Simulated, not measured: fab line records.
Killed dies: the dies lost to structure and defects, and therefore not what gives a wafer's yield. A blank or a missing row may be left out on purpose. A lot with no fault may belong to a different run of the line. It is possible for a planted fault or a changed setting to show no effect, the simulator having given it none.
A lot that was struck, set against a sound lot + flow sky130 + 16 out of 708 route steps
Sound: wafers L431.2, L431.3, L431.4. Struck: wafer L437.5. (L437.6 of the same lot was not struck and is left out.) The cause comes at the end.
For every step that has rows: the tool of each side, followed by ch and its chambers, followed by its first start. Under that, the readings that differ: sound wafers + struck wafers + difference of the means + sigmas: that difference in standard deviations of wafers without a fault.
alike: readings with means less than 2 such deviations apart, plus words and numbers identical on both sides. not compared: withheld readings, readings lacking a value on some wafer, bounds such as >300 that could conceal the same value, and numbers that have no deviation in the record and whose values overlap.
The two part at a step that has a row with sigmas, a row that says differs or no value, or rows on one side only. Numbers that have no deviation but don't overlap get no sigmas and don't part them. A reading missing from all wafers of one side parts the sides only when that side holds two or more wafers.

SKY_VIA2_BOW_MEAS_03:
  sound on film metro-02 at day 38 09:13; struck on film metro-02 at day 40 05:11
  alike: VIA2_BOW
then, 8 steps without rows for these wafers: SKY_VIA2_DEHYDRATE_04 (time 60 s); SKY_VIA2_HMDS_05 (prime time 60 s); SKY_VIA2_COAT_06 (resist thk 60 nm); SKY_VIA2_COAT_07 (resist thk 450 nm); SKY_VIA2_SOFTBAKE_08 (time 90 s); SKY_VIA2_EXPOSE_09 (exposes mask VIM2, target cd 200 nm); SKY_VIA2_PEB_10; SKY_VIA2_DEVELOP_11 (develop time 60 s).
SKY_VIA2_CD_MEAS_12: the cd target is 200 nm.
  sound on cd sem-01 at day 39 09:37; struck on cd sem-01 at day 41 05:10
  alike: cd nm
SKY_VIA2_OVL_MEAS_13:
  sound on overlay-02 at day 39 09:43; struck on overlay-02 at day 41 05:14
  alike: VIA2_OVL
SKY_VIA2_ETCH_14: etches BARC in N2/H2, stops on SiO2, time 45.9 s, target depth 60 nm.
  sound on rie diel-03 ch 0,1, day 39 09:45; struck on rie diel-01 ch 3, day 41 05:16
  alike: drypump motor current A, oes product au, throttle valve pct
  not compared: rf hours counter h
SKY_VIA2_ETCH_15: etches SiO2 in C4F8/O2/Ar, stops on TiN, target depth 546 nm, time 84 s.
  sound on rie diel-03 ch 0,1, day 39 09:47; struck on rie diel-01 ch 3, day 41 05:19
| reading                                     | sound             | struck | difference | sigmas |
|---------------------------------------------|-------------------|--------|------------|--------|
| model.KrF-thick_of_VIA2_COAT_07.thk nm (nm) | 280.3 281.1 282.1 | 236.7  | -44.5      |        |
| model.TiN_of_METAL2_SPUTTER_04.thk nm (nm)  | 68.89 69.45 69.4  | 60.25  | -9.00      |        |
| model.VIA2.feature depth nm (nm)            | 494.5 494.2 495.9 | 502.9  | +8.0       |        |
  alike: oes product au
SKY_VIA2_STRIP_16: strips in O2/N2.
  sound on plasma asher-03 ch 0,1, day 39 09:51; struck on plasma asher-04 ch 0, day 41 05:25
| reading                      | sound             | struck | difference | sigmas |
|------------------------------|-------------------|--------|------------|--------|
| oes product au (a.u.)        | 0.401 0.402 0.398 | 0.369  | -0.031     | -7     |
| strip time to endpoint s (s) | 4.010 4.014 4.032 | 3.557  | -0.462     | -21    |
  alike: drypump motor current A, o2 flow sccm
  not compared: rf hours counter h
then, 1 step without rows for these wafers: SKY_VIA2_STRIP_17 (strips in post etch residue remover, time 1200 s).
-- the record jumps here: 8 days lie between the struck wafers' starts before and after (it left off in module VIA2 and takes up again in module PAD_OPEN, whose first step shown is number 708 of the route) --
SKY_PAD_OPEN_PROBE_99:
  sound on prober-01 at day 48 06:06; struck on prober-01 at day 49 14:46
| reading                  | sound          | struck | difference | sigmas |
|--------------------------|----------------|--------|------------|--------|
| defect limited yield (%) | 82.9 82.5 80.1 | 86.0   | +4.2       | +2     |
| killed at contacts       | 16 24 26       | 10     | -12        | -2     |
| killed dies              | 84 86 98       | 69     | -20        | -2     |
| sort n pass              | 408 406 394    | 423    | +20        | +2     |
| sort yield pct (%)       | 82.9 82.5 80.1 | 86.0   | +4.2       | +2     |
  alike: killed_at_M0_to_M3, killed_at_M4_up, killed at front end, killed at other, killed open, killed short, sort_bin_3_pad_short, sort_bin_5_function, sort_bin_6_memory

## WHERE THEY PART
First at SKY_VIA2_STRIP_16; last, within this record, at SKY_PAD_OPEN_PROBE_99.

WHY: the cause the simulator had injected
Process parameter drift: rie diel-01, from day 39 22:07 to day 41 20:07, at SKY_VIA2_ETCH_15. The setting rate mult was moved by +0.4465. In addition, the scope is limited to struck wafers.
